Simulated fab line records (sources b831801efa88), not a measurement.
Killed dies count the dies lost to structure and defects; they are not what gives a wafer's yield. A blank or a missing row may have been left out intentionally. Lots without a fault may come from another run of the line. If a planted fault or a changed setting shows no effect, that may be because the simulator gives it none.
Split-lot experiment	flow sfq_line	5 lots, 23 wafers read, on a route of 325 steps

ABOUT THE SPLIT
At SFQ_TRILAYER_M0_DEP_SPUTTER_019 (material Nb, target thk 200 nm, time 133.3 s), the setting time_s was moved away from the recipe's 133.3 s on 4 of the 23 wafers read, by -4.7% to +11.1%. All remaining wafers had this setting at the recipe value.

FROM THE SPLIT TO THE READING: what the file shows between them, 2 steps
- SFQ_M0_RS_MEAS_904: measures by four-point-probe
- SFQ_TRILAYER_M0_BARC_OPEN_METAL_ETCH_031: etches BARC in O2, target depth 125 nm, time 41.7 s (also split here: time_s)

THE READING
oes_product_au, in a.u., at SFQ_TRILAYER_M0_ETCH_METAL_ETCH_024 (etches Nb in Cl2/Ar, stops on SiO2, target depth 240 nm, time 120 s). Fault-free wafers of this fab line usually give 0.893 a.u., standard deviation 0.0074 a.u.

wafer	tool, chamber at the split	time_s as run, s	against the recipe	oes_product_au, a.u.	against lot-mates on the recipe
L075.1	pvd_sputter-04, -	133.3	recipe	0.880	-
L075.3	pvd_sputter-04, -	133.3	recipe	0.898	-
L075.4	pvd_sputter-04, -	133.3	recipe	0.888	-
L075.5	pvd_sputter-04, -	133.3	recipe	0.886	-
L075.6	pvd_sputter-04, -	133.3	recipe	0.889	-
L077.1	pvd_sputter-06, -	148.1	+11.1%	0.960	+0.061
L077.2	pvd_sputter-06, -	133.3	recipe	0.903	-
L077.3	pvd_sputter-06, -	133.3	recipe	0.895	-
L077.4	pvd_sputter-06, -	133.3	recipe	0.899	-
L077.5	pvd_sputter-06, -	148.1	+11.1%	0.967	+0.068
L078.1	pvd_sputter-04, -	133.3	recipe	0.897	-
L078.3	pvd_sputter-04, -	133.3	recipe	0.890	-
L078.4	pvd_sputter-04, -	133.3	recipe	0.893	-
L078.5	pvd_sputter-04, -	133.3	recipe	0.894	-
L078.6	pvd_sputter-04, -	133.3	recipe	0.900	-
L079.1	pvd_sputter-04, -	133.3	recipe	0.891	-
L079.2	pvd_sputter-04, -	127	-4.7%	0.872	-0.019
L079.3	pvd_sputter-04, -	127	-4.7%	0.860	-0.031
L079.4	pvd_sputter-04, -	133.3	recipe	0.890	-
L079.5	pvd_sputter-04, -	133.3	recipe	0.891	-
L082.1	pvd_sputter-05, -	133.3	recipe	0.898	-
L082.2	pvd_sputter-05, -	133.3	recipe	0.899	-
L082.4	pvd_sputter-05, -	133.3	recipe	0.890	-

FIT RESULTS
A straight line over all 23 wafers: oes_product_au changes by +0.00623 a.u. for each +1% of time_s; r = +0.97; the points scatter about the line by 0.0057 a.u.
The same after taking each lot's own level away (the mean of its wafers on the recipe; 23 wafers): +0.00571 a.u. for each +1%; r = +0.98; scatter 0.0045 a.u.
That fit puts the effect of the largest move of time_s on the reading at 0.063 a.u.
The lots' own levels span 0.8882 to 0.8990 a.u., that is 1.5 times the standard deviation above.
Hence the lot-to-lot level has little effect on the slope; both slopes agree.
Check: +0.0657 a.u. against its lot-mates is what the line predicts for one of the wafers moved furthest among these (+11.1%) when that wafer is left out of the fit. It came out at +0.061 a.u. against them.

THE OTHER SPLITS THESE WAFERS WENT THROUGH
Before the reading, these wafers also passed through other splits. Each is held against what the fit with the lots' levels taken away leaves over:
other split on the same wafers	wafers away from the commonest value	r with oes_product_au (lot level and that fit taken away)
SFQ_TRILAYER_INCOMING_OXIDATION_002 ox_time_s	15	-0.06
SFQ_TRILAYER_L0_LITHO_COAT_005 resist_thk_nm	6	+0.16
SFQ_TRILAYER_M0_BARC_OPEN_METAL_ETCH_031 time_s	11	-0.09

THE WHOLE CHAIN: every reading that the file lists as answering this split, in the file's order
step	what it does	reading	change (the file's fit)	r (the file's)
SFQ_TRILAYER_M0_DEP_SPUTTER_019	material Nb, target thk 200 nm, time 133.3 s	Nb_of_TRILAYER_M0_DEP_SPUTTER_019.thk_nm (the simulator's own value, which no gauge read)	+2.13 nm for each +1% of the setting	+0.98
SFQ_M0_RS_MEAS_904	measures by four-point-probe	M0_NB_RS	-0.0086 for each +1% of the setting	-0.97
SFQ_TRILAYER_M0_ETCH_METAL_ETCH_024	etches Nb in Cl2/Ar, stops on SiO2, target depth 240 nm, time 120 s	oes_product_au	+0.00569 a.u. for each +1% of the setting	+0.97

FILE'S OWN FIT
oes_product_au changes by +0.00569 a.u. for each +1% of time_s, r = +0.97.
